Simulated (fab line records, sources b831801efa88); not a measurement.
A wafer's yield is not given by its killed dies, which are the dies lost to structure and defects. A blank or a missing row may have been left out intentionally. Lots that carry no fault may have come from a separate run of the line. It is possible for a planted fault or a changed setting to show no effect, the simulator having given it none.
Struck lot and sound lot, side by side -- flow sky130 -- 14 out of 708 route steps
Sound: these wafers, L887.1, L887.4, L887.6. Struck: wafers L890.3, L890.5, L890.6. The cause comes at the end.
Per side, at each step with rows, come the tool, then ch with its chambers, and then its first start. Under that, the readings that differ: sound wafers -- struck wafers -- difference of the means -- sigmas: that difference in standard deviations of wafers without a fault.
alike: words and numbers the same on both sides, and readings whose means are apart by under 2 such deviations; not compared: readings that were withheld, readings missing a value for some wafer, numbers with overlapping values and no deviation given by the record, and bounds like >300 which may hide the same value.
The two part at a step that has a row with sigmas, a row that says differs or no value, or rows on one side only. Non-overlapping numbers with no deviation appear without sigmas and do not part them. A reading that every wafer of one side lacks parts them only if that side has two wafers or more.

first, 1 step without rows for these wafers: SKY_LOCAL_INTERCONNECT_CLEAN_18 (cleans in O3/DIW).
SKY_CONTACT_CVD_00: deposits Si3N4, target thk 75 nm.
  sound on pecvd-01 ch 0,1,2, day 32 23:18; struck on pecvd-02 ch 0,1, day 33 17:38
  alike: heater_power_w
SKY_CONTACT_THK_MEAS_01:
  sound: film_metro-03 at day 32 23:20; struck: film_metro-03 at day 33 17:41
  alike: CONTACT_CVD_00_THK
then, 1 step without rows for these wafers: SKY_CONTACT_HDPCVD_02 (deposits SiO2, target thk 565 nm, time 94.2 s).
SKY_CONTACT_THK_MEAS_03:
  sound: film_metro-04 at day 32 23:28; struck: film_metro-03 at day 33 17:49
  alike: CONTACT_HDPCVD_THK
SKY_CONTACT_CMP_04: polishes SiO2.
  sound on cmp-02 ch 1,2,3, day 32 23:31; struck on cmp-02 ch 0,1,3, day 33 18:00
  alike: motor_current_A, slurry_flow_ml_min, time_to_endpoint_s
SKY_CONTACT_BOW_MEAS_05:
  sound: film_metro-03 at day 32 23:49; struck: film_metro-04 at day 33 18:11
  alike: CONTACT_BOW
then, 5 steps without rows for these wafers: SKY_CONTACT_DEHYDRATE_06 (time 60 s); SKY_CONTACT_HMDS_07 (prime time 60 s); SKY_CONTACT_COAT_08 (resist thk 60 nm); SKY_CONTACT_COAT_09 (resist thk 450 nm); SKY_CONTACT_SOFTBAKE_10 (time 90 s).
SKY_CONTACT_EXPOSE_11: exposes mask CTM1, target cd 170 nm.
  sound on krf_scanner-01 ch 0, day 33 13:52; struck on krf_scanner-01, day 34 08:04
  no value came back on the struck wafers for exposure_dose_mJ_cm2, focus_offset_nm (nm), reticle_temp_C (C); on the sound wafers exposure_dose_mJ_cm2 reads 37.94 37.97 37.98
  alike: mask
next, for these wafers, 1 step has no rows: SKY_CONTACT_PEB_12.

== WHERE THEY PART ==
At SKY_CONTACT_EXPOSE_11 and nowhere else, as far as this record goes.

WHY: whatever the simulator had introduced
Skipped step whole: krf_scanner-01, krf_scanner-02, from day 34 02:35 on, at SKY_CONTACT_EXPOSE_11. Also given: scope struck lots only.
